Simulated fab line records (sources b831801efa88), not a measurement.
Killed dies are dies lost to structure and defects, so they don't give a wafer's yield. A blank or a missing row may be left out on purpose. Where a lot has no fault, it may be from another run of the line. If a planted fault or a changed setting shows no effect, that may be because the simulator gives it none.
A single fault, viewed from 2 desks + flow sky130 + numbers are kept per desk, each desk with only its own; the story behind them comes last

== FROM THE METROLOGY DESK ==
Lot by lot, what the gauges showed, no matter which tool ran the lot: averages of those sampled wafers that carry a number. The brackets show how far a lot's mean lies from the usual mean; more than 4 standard deviations puts the lot out of limits, marked OUT.
Columns: A = CONTACT_BOW at SKY_CONTACT_BOW_MEAS_05, usual 82 um; B = CONTACT_OVL at SKY_CONTACT_OVL_MEAS_15, usual -3 nm; C = METAL1_ALCU_RS at SKY_METAL1_RS_MEAS_05, usual 0.1263 ohm/sq; D = METAL1_ALCU_THK at SKY_METAL1_THK_MEAS_06, usual 247 nm; E = cdNm at SKY_METAL1_CD_MEAS_15, usual 139.9 nm
| lot  | first seen here | A  | B   | C                 | D             | E     |
|------|-----------------|----|-----|-------------------|---------------|-------|
| L921 | day 31 22:50    | 86 | 1   | 0.1250            | 251           | 140.4 |
| L923 | day 32 11:16    | 81 | -6  | 0.1251            | 250           | 139.4 |
| L924 | day 32 12:18    | 82 | -8  | 0.1272            | 245           | 141.5 |
| L928 | day 33 13:28    | 81 | -6  | 0.0756 (-23) OUT  | 406 (+35) OUT | 138.8 |
| L930 | day 34 06:12    | 79 | -5  | 0.1270            | 245           | 139.4 |
| L931 | day 34 07:11    | 81 | -1  | 0.1104 (-7.2) OUT | 298 (+11) OUT | 140.5 |
| L936 | day 34 23:52    | 84 | -1  | 0.1239            | 252           | 140.5 |
| L937 | day 35 18:20    | 80 | -15 | 0.1241            | 251           | 140.3 |
| L941 | day 37 00:49    | 78 | 0   | 0.1284            | 242           | 138.7 |
| L942 | day 37 03:29    | 87 | -1  | 0.1253            | 248           | 139.3 |
This desk finds L928, L931 out of limits, with the earliest case on L928 at day 34 17:28 (METAL1_ALCU_RS at SKY_METAL1_RS_MEAS_05). L921, L923, L924, L930, L936, L937, L941, L942: within limits.

== FOR THE TOOL OWNER'S DESK: pvdSputter-02 ==
The tool's own readings at SKY_METAL1_SPUTTER_02 (material AlCu, target thk 250 nm, time 13.3 s): means of the sampled wafers that have a number, for each lot that ran on this tool. The brackets show how far a lot's mean lies from the usual mean; more than 4 standard deviations puts the lot out of limits, marked OUT.
Columns: A = cathodeDcPowerW at SKY_METAL1_SPUTTER_02, usual 10600 W; B = throttleValvePct at SKY_METAL1_SPUTTER_02, usual 30.0 %
| lot  | first seen here | A     | B    |
|------|-----------------|-------|------|
| L921 | day 33 01:35    | 10601 | 30.0 |
| L924 | day 33 16:03    | 10599 | 29.5 |
| L928 | day 34 17:19    | 10601 | 29.6 |
| L931 | day 35 10:54    | 10601 | 29.9 |
This desk's finding: nothing out of limits on any of the 4 lots.

== PUT TOGETHER ==
L928, L931 would have let the metrology desk raise an alarm at day 34 17:28.
The desk of the tool owner found nothing out of limits.
On record at the tool owner's desk: L928, L931, within its limits.
All the named lots went through SKY_METAL1_SPUTTER_02 on pvdSputter-02.

== WHAT THE SIMULATOR HAD INSERTED ==
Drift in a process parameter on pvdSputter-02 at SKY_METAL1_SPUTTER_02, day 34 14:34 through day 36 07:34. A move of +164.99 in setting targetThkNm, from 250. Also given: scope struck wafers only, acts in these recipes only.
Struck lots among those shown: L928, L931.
Delay in hours, fault start to first out-of-limits reading, per desk: metrology desk 3.
